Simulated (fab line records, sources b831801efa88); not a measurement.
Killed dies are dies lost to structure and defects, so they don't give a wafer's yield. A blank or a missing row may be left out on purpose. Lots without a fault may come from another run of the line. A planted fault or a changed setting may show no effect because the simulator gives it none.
fab line records | flow sky130
record lots=11 wafers=33 last_day=50
route steps=708 shown VIA3@576 CAP2M@605 PAD_OPEN@708
lots that met no fault: from a run of the same line without faults
start_h: hours from the record's first day to the start of the lot's first wafer shown | wait_h: hours since the lot's step before | " the same as in the row above | L1.1+2: a row that stands for several wafers | - no value, or no start given | * or withheld: withheld | < > ~ a bound
route shown NAME@n: a module of which the file shows steps, and the number in the route of the first | usual: mean/standard deviation of fault-free wafers | same: alike in all rows | chamber/n: place in a boat | sites: the reading at each site | _std_site: their standard deviation | _edge_site: outer sites' mean less inner sites' | radius_mm: how far each site lies from the wafer's centre | mask NAME#n: copy n | behind: the tool/chamber that last shaped the wafer | hold: why the lot was held/for how many hours/how that ended | device: the transistor (n, p or np) that didn't switch | end of line: the same wafers' tests at the end of the route | a step without rows: its recipe alone | killed: dies lost to structure and defects at the first sort, not the wafer's yield | map: a wafer's dies, x killed, . not, _ none there
set.NAME: the setting as run; set.NAME@STEP: as run at that earlier step | model.NAME: the simulator's own value behind a step, which no gauge read
steps of the route over a sample of lots; a table a step, a row a wafer
services: from which hour (start_h, from the record's first day; less than 0 if before it) a tool's chamber was out of use, for how many hours, and why
## steps
# step SKY_VIA3_BOW_MEAS_03
# recipe mode=bow
# usual VIA3_BOW=79/8
# columns lot.wafer tool chamber start_h wait_h VIA3_BOW[um]
L292.1 film_metro-04 - 888.08 0.2 71
L292.2 " - " " 76
L292.4 " - " " 71
L293.3 film_metro-01 - 901.98 0.1 79
L293.5 " - " " 77
L293.6 " - " " 82
L294.1 film_metro-01 - 913.38 0.2 85
L294.2 " - " " 70
L294.5 " - " " 72
L295.2 film_metro-02 - 915.63 0.1 70
L295.3 " - " " 73
L295.6 " - " " 81
L298.2 film_metro-04 - 943.40 0.2 68
L298.4 " - " " 82
L298.6 " - " " 77
L299.3 film_metro-02 - 950.47 0.3 92
L299.4 " - " " 84
L299.5 " - " " 86
L300.1 film_metro-02 - 958.14 0.2 85
L300.3 " - " " 86
L300.5 " - " " 80
L302.2 film_metro-01 - 982.13 0.1 72
L302.5 " - " " 66
L302.6 " - " " 92
L309.2 film_metro-02 - 1030.08 0.2 90
L309.4 " - " " 90
L309.5 " - " " 83
L311.3 film_metro-01 - 1035.17 0.2 76
L311.4 " - " " 78
L311.5 " - " " 89
L313.2 film_metro-02 - 1059.92 0.1 71
L313.3 " - " " 60
L313.5 " - " " 62
# step SKY_VIA3_CVD_21
# recipe material=W target_thk_nm=390 time_s=117.31 temp_c=400 pressure_torr=40
# usual chamber_pressure_Torr=40.00/0.086 heater_power_w=886/110
# columns lot.wafer tool chamber start_h wait_h chamber_pressure_Torr heater_power_w
L292.1 cvd_w-02 1 914.70 0.0 40.12 881
L292.2 " 0 " " 39.91 884
L292.4 " 1 " " 40.06 896
L293.3 cvd_w-01 0 928.09 0.1 40.10 719
L293.5 " 1 " " 39.94 1024
L293.6 " 0 " " 40.05 717
L294.1 cvd_w-01 1 939.19 0.0 40.10 997
L294.2 " 1 " " 39.97 1007
L294.5 " 1 " " 39.95 1029
L295.2 cvd_w-01 1 940.98 0.1 40.09 1003
L295.3 " 1 " " 39.99 997
L295.6 " 1 " " 40.00 984
L298.2 cvd_w-01 0 968.50 0.0 39.99 732
L298.4 " 1 " " 40.01 1002
L298.6 " 0 " " 40.08 714
L299.3 cvd_w-02 0 975.79 0.1 39.89 900
L299.4 " 1 " " 39.91 920
L299.5 " 0 " " 39.89 856
L300.1 cvd_w-02 1 983.65 0.0 39.93 907
L300.3 " 0 " " 39.93 880
L300.5 " 1 " " 39.87 896
L302.2 cvd_w-01 1 1005.67 0.0 39.96 1002
L302.5 " 0 " " 39.91 740
L302.6 " 1 " " 40.04 1011
L309.2 cvd_w-01 1 1052.95 0.0 39.93 1006
L309.4 " 1 " " 40.02 1002
L309.5 " 1 " " 39.96 1019
L311.3 cvd_w-01 1 1057.94 0.1 39.97 1017
L311.4 " 0 " " 40.02 732
L311.5 " 0 " " 40.02 725
L313.2 cvd_w-02 1 1081.80 0.0 39.97 926
L313.3 " 1 " " 39.88 937
L313.5 " 1 " " 39.99 916
# step SKY_VIA3_RS_MEAS_22
# recipe thk_meas_gauge=four-point-probe reads=W_of_VIA3_CVD_21+TiN_of_VIA3_SPUTTER_20
# usual VIA3_W_RS=0.295/0.0031
# columns lot.wafer tool chamber start_h wait_h VIA3_W_RS[ohm/sq]
L292.1 film_metro-04 - 914.83 0.1 0.300
L292.2 " - " " 0.300
L292.4 " - " " 0.297
L293.3 film_metro-04 - 928.21 0.1 0.296
L293.5 " - " " 0.291
L293.6 " - " " 0.291
L294.1 film_metro-04 - 939.44 0.2 0.297
L294.2 " - " " 0.298
L294.5 " - " " 0.294
L295.2 film_metro-02 - 941.21 0.2 0.293
L295.3 " - " " 0.292
L295.6 " - " " 0.292
L298.2 film_metro-01 - 968.65 0.1 0.292
L298.4 " - " " 0.297
L298.6 " - " " 0.295
L299.3 film_metro-04 - 975.91 0.1 0.295
L299.4 " - " " 0.296
L299.5 " - " " 0.294
L300.1 film_metro-04 - 983.77 0.1 0.295
L300.3 " - " " 0.293
L300.5 " - " " 0.297
L302.2 film_metro-04 - 1005.82 0.1 0.290
L302.5 " - " " 0.291
L302.6 " - " " 0.290
L309.2 film_metro-02 - 1053.10 0.1 0.295
L309.4 " - " " 0.299
L309.5 " - " " 0.297
L311.3 film_metro-04 - 1058.06 0.1 0.296
L311.4 " - " " 0.299
L311.5 " - " " 0.302
L313.2 film_metro-04 - 1081.94 0.1 0.298
L313.3 " - " " 0.294
L313.5 " - " " 0.291
# step SKY_CAP2M_SPUTTER_02
# recipe material=TiN target_thk_nm=200 temp_c=300 power_w=6500 time_s=166.7 chamber_pressure_pa=0.4
# usual throttle_valve_pct=30.2/0.93
# columns lot.wafer tool chamber start_h wait_h throttle_valve_pct
L292.1 pvd_sputter-04 - 915.54 0.1 28.2
L292.2 " - " " 30.7
L292.4 " - " " 28.5
L293.3 pvd_sputter-04 - 929.01 0.0 30.4
L293.5 " - " " 28.2
L293.6 " - " " 30.6
L294.1 pvd_sputter-02 - 940.15 0.1 29.8
L294.2 " - " " 31.2
L294.5 " - " " 31.4
L295.2 pvd_sputter-01 - 941.90 0.0 29.6
L295.3 " - " " 29.7
L295.6 " - " " 29.5
L298.2 pvd_sputter-01 - 969.34 0.0 31.3
L298.4 " - " " 29.6
L298.6 " - " " 29.6
L299.3 pvd_sputter-02 - 976.60 0.0 31.2
L299.4 " - " " 29.4
L299.5 " - " " 29.3
L300.1 pvd_sputter-04 - 984.50 0.1 28.8
L300.3 " - " " 30.9
L300.5 " - " " 30.1
L302.2 pvd_sputter-02 - 1006.51 0.0 29.4
L302.5 " - " " 29.3
L302.6 " - " " 31.4
L309.2 pvd_sputter-01 - 1053.91 0.0 29.5
L309.4 " - " " 30.8
L309.5 " - " " 29.8
L311.3 pvd_sputter-01 - 1059.18 0.0 31.2
L311.4 " - " " 29.6
L311.5 " - " " 29.6
L313.2 pvd_sputter-01 - 1083.05 0.0 30.8
L313.3 " - " " 31.3
L313.5 " - " " 30.9
# step SKY_CAP2M_RS_MEAS_03
# recipe thk_meas_gauge=four-point-probe reads=TiN_of_CAP2M_SPUTTER_02
# usual CAP2M_TIN_RS=6.91/0.088
# columns lot.wafer tool chamber start_h wait_h CAP2M_TIN_RS[ohm/sq]
L292.1 film_metro-03 - 915.65 0.1 6.80
L292.2 " - " " 6.89
L292.4 " - " " 6.81
L293.3 film_metro-04 - 929.16 0.1 6.80
L293.5 " - " " 6.76
L293.6 " - " " 6.83
L294.1 film_metro-01 - 940.26 0.1 6.90
L294.2 " - " " 6.92
L294.5 " - " " 6.98
L295.2 film_metro-04 - 942.03 0.1 6.99
L295.3 " - " " 7.00
L295.6 " - " " 7.01
L298.2 film_metro-01 - 969.47 0.1 6.82
L298.4 " - " " 6.95
L298.6 " - " " 6.92
L299.3 film_metro-01 - 976.76 0.1 6.84
L299.4 " - " " 6.94
L299.5 " - " " 6.97
L300.1 film_metro-01 - 984.61 0.1 6.88
L300.3 " - " " 7.08
L300.5 " - " " 6.99
L302.2 film_metro-03 - 1006.65 0.1 6.91
L302.5 " - " " 6.88
L302.6 " - " " 6.92
L309.2 film_metro-01 - 1054.04 0.1 4.85
L309.4 " - " " 4.85
L309.5 " - " " 4.85
L311.3 film_metro-04 - 1059.33 0.1 4.75
L311.4 " - " " 4.85
L311.5 " - " " 4.86
L313.2 film_metro-04 - 1083.18 0.1 4.81
L313.3 " - " " 4.75
L313.5 " - " " 4.76
# step SKY_CAP2M_THK_MEAS_04
# recipe thk_meas_gauge=xrf reads=TiN_of_CAP2M_SPUTTER_02
# usual CAP2M_TIN_THK=202.8/2.7
# columns lot.wafer tool chamber start_h wait_h CAP2M_TIN_THK[nm]
L292.1 film_metro-03 - 915.77 0.1 206.2
L292.2 " - " " 203.2
L292.4 " - " " 205.2
L293.3 film_metro-04 - 929.26 0.1 205.4
L293.5 " - " " 207.1
L293.6 " - " " 205.6
L294.1 film_metro-01 - 940.38 0.1 202.9
L294.2 " - " " 201.8
L294.5 " - " " 201.1
L295.2 film_metro-04 - 942.14 0.1 201.7
L295.3 " - " " 202.1
L295.6 " - " " 201.9
L298.2 film_metro-01 - 969.58 0.1 203.8
L298.4 " - " " 201.3
L298.6 " - " " 201.5
L299.3 film_metro-01 - 976.86 0.1 204.7
L299.4 " - " " 201.3
L299.5 " - " " 199.8
L300.1 film_metro-01 - 984.73 0.1 201.7
L300.3 " - " " 196.3
L300.5 " - " " 198.8
L302.2 film_metro-03 - 1006.76 0.1 202.6
L302.5 " - " " 201.9
L302.6 " - " " 201.1
L309.2 film_metro-01 - 1054.15 0.1 285.2
L309.4 " - " " 285.7
L309.5 " - " " 285.7
L311.3 film_metro-04 - 1059.43 0.1 296.4
L311.4 " - " " 291.3
L311.5 " - " " 289.2
L313.2 film_metro-04 - 1083.29 0.1 292.3
L313.3 " - " " 297.0
L313.5 " - " " 295.7
# step SKY_CAP2M_METAL_ETCH_13
# recipe target_depth_nm=220 stop_on=SiO2 chemistry=Cl2/BCl3 target=TiN pressure_mtorr=10.39 icp_w=900 bias_w=48.5 Cl2_flow_sccm=60 bcl3_flow_sccm=30 time_s=62.9
# usual drypump_motor_current_A=5.9/0.38 oes_product_au=0.942/0.0086 throttle_valve_pct=21.457/0.011
# columns lot.wafer tool chamber start_h wait_h drypump_motor_current_A oes_product_au rf_hours_counter_h throttle_valve_pct
L292.1 rie_metal-01 0 939.66 0.0 6.4 0.952 11 21.465
L292.2 " 1 " " 5.7 0.949 15 21.455
L292.4 " 0 " " 6.4 0.953 - 21.443
L293.3 rie_metal-03 1 953.88 0.0 5.6 0.956 - 21.445
L293.5 " 1 " " 5.6 0.957 - 21.462
L293.6 " 0 " " 6.2 0.942 - 21.444
L294.1 rie_metal-04 1 964.32 0.0 6.2 0.937 11 21.462
L294.2 " 0 " " 5.3 0.948 7 21.453
L294.5 " 1 " " 6.2 0.943 - 21.455
L295.2 rie_metal-03 0 967.36 0.0 6.2 0.936 7 21.459
L295.3 " 1 " " 5.6 0.934 - 21.468
L295.6 " 1 " " 5.6 0.941 - 21.457
L298.2 rie_metal-01 1 992.43 0.0 5.8 0.952 17 21.445
L298.4 " 1 " " 5.8 0.939 - 21.461
L298.6 " 1 " " 5.8 0.947 - 21.458
L299.3 rie_metal-01 0 999.08 0.0 6.4 0.953 - 21.452
L299.4 " 1 " " 5.8 0.933 - 21.446
L299.5 " 1 " " 5.8 0.941 - 21.453
L300.1 rie_metal-04 0 1007.76 0.0 5.3 0.948 8 21.442
L300.3 " 0 " " 5.3 0.926 - 21.457
L300.5 " 0 " " 5.3 0.937 - 21.456
L302.2 rie_metal-01 0 1029.51 0.0 6.4 0.940 16 21.463
L302.5 " 1 " " 5.8 0.947 - 21.466
L302.6 " 0 " " 6.4 0.942 - 21.462
L309.2 rie_metal-03 0 1074.43 0.0 6.1 1.008 13 21.407
L309.4 " 0 " " 6.1 1.020 - 21.411
L309.5 " 1 " " 5.6 1.010 - 21.426
L311.3 rie_metal-04 0 1079.49 0.0 5.3 0.996 - 21.422
L311.4 " 1 " " 6.2 0.973 - 21.429
L311.5 " 1 " " 6.2 0.977 - 21.430
L313.2 rie_metal-01 0 1103.24 0.0 6.4 1.022 - 21.398
L313.3 " 0 " " 6.4 1.015 - 21.404
L313.5 " 0 " " 6.4 1.019 - 21.421
# step SKY_PAD_OPEN_PROBE_99
# usual defect_limited_yield=82.3/1.9 killed_at_M0_to_M3=44/7.6 killed_at_M4_up=3.2/1.7 killed_at_contacts=24/5.7 killed_at_front_end=16/3.9 killed_at_other=0.2/0.45 killed_dies=87/9.5 killed_open=47/6.9 killed_short=40/5.8
# same gross_dies=492 killed_at_back_side=0
# columns lot.wafer tool chamber start_h wait_h defect_limited_yield[%] killed_at_M0_to_M3 killed_at_M4_up killed_at_contacts killed_at_front_end killed_at_other killed_dies killed_open killed_short
L292.1 prober-02 - 1061.72 0.1 83.9 34 0 27 18 0 79 41 38
L292.2 prober-02 - 1061.77 0.1 79.7 57 3 22 18 0 100 56 44
L292.4 prober-02 - 1061.87 0.2 79.3 47 1 32 22 0 102 66 36
L293.3 prober-02 - 1073.66 0.2 81.9 41 5 30 13 0 89 45 44
L293.5 prober-02 - 1073.76 0.2 83.3 37 5 27 13 0 82 45 37
L293.6 prober-02 - 1073.81 0.2 83.5 38 1 16 26 0 81 45 36
L294.1 prober-01 - 1082.16 0.1 80.7 40 2 29 24 0 95 54 41
L294.2 prober-01 - 1082.21 0.1 84.8 35 1 20 19 0 75 38 37
L294.5 prober-01 - 1082.36 0.2 84.6 31 3 26 16 0 76 45 31
L295.2 prober-02 - 1085.36 0.1 81.3 55 3 26 7 1 92 56 36
L295.3 prober-02 - 1085.41 0.2 80.1 45 6 31 15 1 98 56 42
L295.6 prober-02 - 1085.56 0.2 76.0 51 6 39 22 0 118 59 59
L298.2 prober-01 - 1107.07 0.1 85.6 35 2 18 15 1 71 41 30
L298.4 prober-01 - 1107.17 0.2 81.5 46 5 32 6 2 91 52 39
L298.6 prober-01 - 1107.27 0.2 80.5 58 3 24 11 0 96 53 43
L299.3 prober-02 - 1112.90 0.2 82.1 47 5 13 23 0 88 57 31
L299.4 prober-02 - 1112.95 0.2 85.8 34 2 19 15 0 70 34 36
L299.5 prober-02 - 1113.00 0.2 81.5 49 6 20 15 1 91 48 43
L300.1 prober-01 - 1117.30 0.1 81.7 57 2 12 19 0 90 49 41
L300.3 prober-01 - 1117.40 0.2 80.5 57 1 23 15 0 96 49 47
L300.5 prober-01 - 1117.50 0.2 81.3 49 3 25 14 1 92 46 46
L302.2 prober-01 - 1132.19 0.1 80.7 52 3 19 21 0 95 53 42
L302.5 prober-01 - 1132.34 0.2 83.1 43 3 20 16 1 83 45 38
L302.6 prober-01 - 1132.39 0.2 82.9 42 6 27 9 0 84 49 35
L309.2 prober-02 - 1176.42 0.1 82.5 43 4 16 22 1 86 45 41
L309.4 prober-02 - 1176.52 0.2 80.3 52 6 26 13 0 97 50 47
L309.5 prober-02 - 1176.57 0.2 81.5 51 4 24 12 0 91 52 39
L311.3 prober-02 - 1181.95 0.2 80.9 42 3 28 21 0 94 51 43
L311.4 prober-02 - 1182.00 0.2 83.5 37 2 29 13 0 81 43 38
L311.5 prober-02 - 1182.05 0.2 82.1 40 3 29 16 0 88 44 44
L313.2 prober-02 - 1196.09 0.1 84.1 38 3 19 18 0 78 47 31
L313.3 prober-02 - 1196.14 0.2 83.9 33 4 25 17 0 79 44 35
L313.5 prober-02 - 1196.24 0.2 83.3 39 4 27 12 0 82 44 38
# killed by level:class
L292.1 VIA1:geometric_particle:open=11 CONTACT:geometric_particle:open=11 LOCAL_INTERCONNECT:geometric_particle:short=7 VIA2:geometric_particle:open=6 FIELD_ISO:geometric_particle:short=5 CONTACT:geometric_particle:short=5 POLY_GATE:geometric_particle:short=4 VIA3:geometric_particle:open=4
L292.2 VIA1:geometric_particle:open=15 LI_CONTACT:geometric_particle:open=8 VIA1:geometric_particle:short=8 VIA3:geometric_particle:open=8 CONTACT:geometric_particle:open=7 METAL1:geometric_particle:short=7 POLY_GATE:geometric_particle:short=6 VIA2:geometric_particle:open=6
L292.4 VIA1:geometric_particle:open=16 CONTACT:geometric_particle:open=11 LI_CONTACT:geometric_particle:open=8 VIA2:geometric_particle:open=8 CONTACT:geometric_particle:short=7 POLY_GATE:geometric_particle:open=6 VIA1:geometric_particle:short=6 FIELD_ISO:geometric_particle:open=4
L293.3 CONTACT:geometric_particle:open=10 VIA1:geometric_particle:open=10 LI_CONTACT:geometric_particle:open=8 CONTACT:geometric_particle:short=7 METAL1:geometric_particle:short=6 SPACER:geometric_particle:open=5 VIA1:geometric_particle:short=5 METAL4:geometric_particle:short=5
L293.5 LI_CONTACT:geometric_particle:open=9 CONTACT:geometric_particle:open=8 VIA1:geometric_particle:open=8 FIELD_ISO:geometric_particle:short=5 VIA2:geometric_particle:open=5 LOCAL_INTERCONNECT:geometric_particle:short=4 CONTACT:geometric_particle:short=4 METAL1:geometric_particle:short=4
L293.6 FIELD_ISO:geometric_particle:open=7 CONTACT:geometric_particle:open=6 VIA2:geometric_particle:open=6 VIA1:geometric_particle:open=5 POLY_GATE:geometric_particle:open=5 CONTACT:geometric_particle:short=5 METAL2:geometric_particle:short=5 VIA3:geometric_particle:short=5
L294.1 CONTACT:geometric_particle:open=12 METAL1:geometric_particle:short=8 LI_CONTACT:geometric_particle:open=8 VIA1:geometric_particle:open=8 VIA1:geometric_particle:short=7 FIELD_ISO:geometric_particle:open=6 VIA2:geometric_particle:open=6 FIELD_ISO:geometric_particle:short=5
L294.2 CONTACT:geometric_particle:open=7 METAL1:geometric_particle:short=7 FIELD_ISO:geometric_particle:open=5 POLY_GATE:geometric_particle:short=5 CONTACT:geometric_particle:short=5 METAL3:geometric_particle:short=5 VIA3:geometric_particle:open=5 POLY_GATE:geometric_particle:open=4
L294.5 CONTACT:geometric_particle:open=13 FIELD_ISO:geometric_particle:open=6 VIA1:geometric_particle:open=6 LOCAL_INTERCONNECT:geometric_particle:short=5 VIA1:geometric_particle:short=5 VIA2:geometric_particle:open=5 POLY_GATE:geometric_particle:open=4 LI_CONTACT:geometric_particle:open=4
L295.2 VIA1:geometric_particle:open=14 LI_CONTACT:geometric_particle:open=13 CONTACT:geometric_particle:open=10 VIA1:geometric_particle:short=9 VIA3:geometric_particle:open=7 VIA2:geometric_particle:short=5 VIA2:geometric_particle:open=5 VIA3:geometric_particle:short=5
L295.3 CONTACT:geometric_particle:open=14 VIA1:geometric_particle:open=11 LI_CONTACT:geometric_particle:open=10 METAL1:geometric_particle:short=8 VIA3:geometric_particle:open=6 VIA3:geometric_particle:short=4 CONTACT:geometric_particle:short=4 VIA1:geometric_particle:short=4
L295.6 LI_CONTACT:geometric_particle:open=11 VIA1:geometric_particle:open=11 CONTACT:geometric_particle:open=10 POLY_GATE:geometric_particle:short=8 CONTACT:geometric_particle:short=8 LOCAL_INTERCONNECT:geometric_particle:short=7 VIA1:geometric_particle:short=7 VIA3:geometric_particle:open=7
L298.2 VIA1:geometric_particle:open=14 CONTACT:geometric_particle:open=6 VIA2:geometric_particle:open=6 FIELD_ISO:geometric_particle:open=4 LI_CONTACT:geometric_particle:open=4 LOCAL_INTERCONNECT:geometric_particle:short=4 SPACER:geometric_particle:short=3 CONTACT:geometric_particle:short=3
L298.4 CONTACT:geometric_particle:open=12 VIA2:geometric_particle:open=10 VIA1:geometric_particle:open=8 LI_CONTACT:geometric_particle:open=7 CONTACT:geometric_particle:short=6 VIA1:geometric_particle:short=6 VIA3:geometric_particle:open=5 LOCAL_INTERCONNECT:geometric_particle:short=4
L298.6 VIA2:geometric_particle:open=12 VIA1:geometric_particle:open=9 CONTACT:geometric_particle:open=8 VIA3:geometric_particle:open=7 LI_CONTACT:geometric_particle:open=6 METAL2:geometric_particle:short=6 VIA1:geometric_particle:short=5 METAL1:geometric_particle:short=4
L299.3 VIA1:geometric_particle:open=12 VIA2:geometric_particle:open=11 VIA3:geometric_particle:open=9 POLY_GATE:geometric_particle:short=5 POLY_GATE:geometric_particle:open=5 CONTACT:geometric_particle:open=5 METAL4:geometric_particle:short=4 VIA3:geometric_particle:short=4
L299.4 VIA1:geometric_particle:short=11 CONTACT:geometric_particle:open=8 VIA1:geometric_particle:open=7 FIELD_ISO:geometric_particle:short=6 LI_CONTACT:geometric_particle:open=6 METAL1:geometric_particle:short=6 VIA3:geometric_particle:open=5 POLY_GATE:geometric_particle:short=4
L299.5 VIA1:geometric_particle:open=12 VIA2:geometric_particle:open=9 CONTACT:geometric_particle:open=8 VIA1:geometric_particle:short=8 METAL4:geometric_particle:short=5 VIA3:geometric_particle:short=5 FIELD_ISO:geometric_particle:short=4 CONTACT:geometric_particle:short=4
L300.1 VIA1:geometric_particle:open=20 VIA1:geometric_particle:short=9 VIA2:geometric_particle:open=7 FIELD_ISO:geometric_particle:open=6 POLY_GATE:geometric_particle:short=6 VIA3:geometric_particle:open=6 METAL3:geometric_particle:short=4 FIELD_ISO:geometric_particle:short=3
L300.3 VIA2:geometric_particle:short=12 VIA3:geometric_particle:open=12 CONTACT:geometric_particle:open=9 VIA1:geometric_particle:open=8 LI_CONTACT:geometric_particle:open=7 METAL1:geometric_particle:short=5 VIA1:geometric_particle:short=5 METAL3:geometric_particle:short=5
L300.5 CONTACT:geometric_particle:open=10 METAL1:geometric_particle:short=8 VIA2:geometric_particle:open=8 VIA3:geometric_particle:open=8 CONTACT:geometric_particle:short=7 VIA1:geometric_particle:open=7 VIA1:geometric_particle:short=6 METAL2:geometric_particle:short=5
L302.2 VIA1:geometric_particle:open=10 VIA2:geometric_particle:open=8 CONTACT:geometric_particle:open=7 VIA3:geometric_particle:open=7 FIELD_ISO:geometric_particle:open=6 METAL1:geometric_particle:short=6 LI_CONTACT:geometric_particle:open=5 VIA2:geometric_particle:short=5
L302.5 VIA1:geometric_particle:open=8 VIA2:geometric_particle:open=8 VIA1:geometric_particle:short=7 LI_CONTACT:geometric_particle:open=6 CONTACT:geometric_particle:open=6 FIELD_ISO:geometric_particle:open=5 VIA2:geometric_particle:short=5 CONTACT:geometric_particle:short=4
L302.6 VIA2:geometric_particle:open=12 CONTACT:geometric_particle:open=12 LI_CONTACT:geometric_particle:open=6 METAL3:geometric_particle:short=6 POLY_GATE:geometric_particle:open=4 CONTACT:geometric_particle:short=4 VIA3:geometric_particle:short=4 VIA3:geometric_particle:open=4
L309.2 VIA2:geometric_particle:open=9 FIELD_ISO:geometric_particle:short=8 POLY_GATE:geometric_particle:open=8 VIA1:geometric_particle:open=7 CONTACT:geometric_particle:open=5 METAL2:geometric_particle:short=5 VIA3:geometric_particle:open=5 LI_CONTACT:geometric_particle:open=4
L309.4 VIA3:geometric_particle:open=9 LI_CONTACT:geometric_particle:open=8 CONTACT:geometric_particle:open=8 VIA1:geometric_particle:short=8 VIA1:geometric_particle:open=8 CONTACT:geometric_particle:short=7 METAL1:geometric_particle:short=6 VIA3:geometric_particle:short=6
L309.5 VIA3:geometric_particle:open=17 CONTACT:geometric_particle:open=11 VIA3:geometric_particle:short=7 CONTACT:geometric_particle:short=6 VIA1:geometric_particle:open=6 METAL1:geometric_particle:short=5 POLY_GATE:geometric_particle:short=4 METAL2:geometric_particle:short=4
L311.3 CONTACT:geometric_particle:open=11 VIA1:geometric_particle:open=9 LI_CONTACT:geometric_particle:open=6 FIELD_ISO:geometric_particle:short=5 POLY_GATE:geometric_particle:short=5 LI_CONTACT:geometric_particle:short=5 CONTACT:geometric_particle:short=5 VIA2:geometric_particle:open=5
L311.4 CONTACT:geometric_particle:open=11 VIA1:geometric_particle:open=9 LI_CONTACT:geometric_particle:open=7 CONTACT:geometric_particle:short=5 METAL1:geometric_particle:short=5 METAL2:geometric_particle:short=4 POLY_GATE:geometric_particle:open=4 METAL3:geometric_particle:short=4
L311.5 LI_CONTACT:geometric_particle:open=9 CONTACT:geometric_particle:open=9 METAL1:geometric_particle:short=9 VIA2:geometric_particle:open=8 METAL2:geometric_particle:short=7 VIA1:geometric_particle:open=5 LI_CONTACT:geometric_particle:short=5 CONTACT:geometric_particle:short=5
L313.2 VIA1:geometric_particle:open=9 CONTACT:geometric_particle:open=9 METAL2:geometric_particle:short=6 VIA1:geometric_particle:short=6 VIA2:geometric_particle:open=6 FIELD_ISO:geometric_particle:open=5 LI_CONTACT:geometric_particle:open=4 POLY_GATE:geometric_particle:open=4
L313.3 CONTACT:geometric_particle:open=11 LI_CONTACT:geometric_particle:open=7 POLY_GATE:geometric_particle:open=5 METAL2:geometric_particle:short=5 VIA2:geometric_particle:open=5 FIELD_ISO:geometric_particle:open=4 POLY_GATE:geometric_particle:short=4 VIA1:geometric_particle:short=4
L313.5 VIA1:geometric_particle:open=11 LOCAL_INTERCONNECT:geometric_particle:short=7 POLY_GATE:geometric_particle:open=6 CONTACT:geometric_particle:open=6 VIA1:geometric_particle:short=5 LI_CONTACT:geometric_particle:short=5 LI_CONTACT:geometric_particle:open=5 METAL1:geometric_particle:short=5
## services
# columns tool chamber start_h hours kind
pvd_sputter-04 - 894.11 5.4 repair
cvd_w-01 - 904.00 14.0 pm
cvd_w-01 0 904.00 14.0 vent_cycle
cvd_w-01 1 904.00 14.0 vent_cycle
cvd_w-01 0 918.00 - clean
cvd_w-01 1 918.00 - clean
rie_metal-04 - 919.61 10.6 repair
pvd_sputter-02 - 931.67 1.4 repair
cvd_w-01 0 935.34 7.3 repair
rie_metal-01 - 943.71 0.4 repair
cvd_w-02 0 944.83 13.3 repair
rie_metal-03 - 955.18 0.6 repair
rie_metal-04 1 959.23 2.5 repair
pvd_sputter-04 - 971.67 4.9 repair
pvd_sputter-01 - 979.70 3.2 repair
pvd_sputter-01 0 983.92 - consumable_replace:kit
rie_metal-01 1 984.98 6.7 repair
cvd_w-02 - 1005.80 0.2 repair
rie_metal-03 - 1013.69 1.4 pm
cvd_w-02 - 1032.58 0.8 repair
rie_metal-04 1 1045.65 7.9 repair
cvd_w-02 0 1061.54 1.4 repair
rie_metal-01 1 1094.02 17.4 repair
cvd_w-02 1 1103.25 4.1 repair
## key
first_sign step=SKY_CAP2M_RS_MEAS_03 reading=CAP2M_TIN_RS direction=down sigmas=24 usual=6.91 struck=4.81
effect step=SKY_CAP2M_THK_MEAS_04 reading=CAP2M_TIN_THK direction=up sigmas=33 usual=202.8 struck=290.9
effect step=SKY_CAP2M_METAL_ETCH_13 reading=oes_product_au direction=up sigmas=7.3 usual=0.942 struck=1.005
met_at SKY_CAP2M_SPUTTER_02
struck_lots L309,L311,L313
not_acting_at SKY_VIA3_BOW_MEAS_03,SKY_VIA3_CVD_21,SKY_VIA3_RS_MEAS_22
onset_between 969.34 1053.91
also_fits time
fault kind=process_parameter_drift tool=pvd_sputter-01 chamber=- onset_h=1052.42 steps=SKY_CAP2M_SPUTTER_02 channel=target_thk_nm offset=87.371 shape=step end_h=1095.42 acts_in=these_recipes_only stated=200
